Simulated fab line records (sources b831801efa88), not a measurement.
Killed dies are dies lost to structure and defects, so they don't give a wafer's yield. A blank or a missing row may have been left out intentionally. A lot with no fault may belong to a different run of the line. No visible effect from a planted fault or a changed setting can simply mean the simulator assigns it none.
Struck lot and sound lot, side by side -- flow gf180mcu -- 15 steps out of a route of 602
Sound: wafers L359.4, L359.5, L359.6. The struck wafers were L362.1, L362.4, L362.5. The cause is named last.
At each step with rows: each side's tool, then ch and its chambers, then its first start. Under that, the readings that differ: sound wafers -- struck wafers -- difference of the means -- sigmas: that difference in standard deviations of wafers without a fault.
alike: same words and numbers on both sides, and readings whose means sit less than 2 such deviations apart. not compared: any withheld reading, any reading some wafer has no value for, any bound like >300 that may hide the same value, and any number with overlapping values for which the record gives no deviation.
A row with sigmas, a row that says differs or no value, or rows on one side alone: a step with any of these is where the two part. Numbers that don't overlap but have no deviation are shown without sigmas and don't part them. Lack of a reading on every wafer of one side parts them only where that side has two or more wafers.

GF_V5_BOW_MEAS_05:
  struck on film-metro-01, day 29 11:21; sound on film-metro-01, day 28 10:43
  alike: V5_BOW
then, 8 steps without rows for these wafers: GF_V5_DEHYDRATE_06 (time 60 s); GF_V5_HMDS_07 (prime time 60 s); GF_V5_COAT_08; GF_V5_COAT_09 (resist thk 1000 nm); GF_V5_SOFTBAKE_10 (time 60 s); GF_V5_EXPOSE_11 (exposes mask Via5, target cd 260 nm); GF_V5_PEB_12 (peb time 90 s); GF_V5_DEVELOP_13 (develop time 60 s).
GF_V5_CD_MEAS_14 targets a cd of 260 nm.
  struck on cd-sem-02, day 30 06:14; sound on cd-sem-02, day 29 06:17
  alike: cd-nm
GF_V5_OVL_MEAS_15:
  struck on overlay-01, day 30 06:21; sound on overlay-02, day 29 06:22
  alike: V5_OVL
GF_V5_ETCH_16: etches BARC in N2/H2.
  sound on rie-diel-03 ch 0,1, day 29 06:23; struck on rie-diel-03 ch 0,2, day 30 06:23
  alike: bias-w, chamber-pressure-mTorr, drypump-motor-current-A, h2-flow-sccm, oes-product-au, throttle-valve-pct
GF_V5_ETCH_17: etches SiO2 in C4F8/O2/Ar, stops on TiN, target depth 855 nm.
  sound on rie-diel-03 ch 0,1, day 29 06:00; struck on rie-diel-03 ch 0,2, day 30 06:00
  no value came back on the struck wafers for bias-w (W), chamber-pressure-mTorr (mTorr), oes-product-au (a.u.); on the sound wafers bias-w (W) reads 1203 1198 1204
GF_V5_STRIP_18: strips in O2/N2.
  sound on plasma-asher-02 ch 0,1, day 29 06:35; struck on plasma-asher-03 ch 0,1, day 30 06:32
reading,sound,struck,difference,sigmas
oes-product-au (a.u.),0.568 0.575 0.574,0.670 0.668 0.675,+0.099,+19
  alike: drypump-motor-current-A, heater-power-w
  not compared: rf-hours-counter-h
then, 1 step without rows for these wafers: GF_V5_STRIP_19 (strips in post etch residue remover, time 1200 s).

== WHERE THEY PART ==
At GF_V5_ETCH_17 first; at GF_V5_STRIP_18 last (within this record only).

WHY: what had been put in by the simulator
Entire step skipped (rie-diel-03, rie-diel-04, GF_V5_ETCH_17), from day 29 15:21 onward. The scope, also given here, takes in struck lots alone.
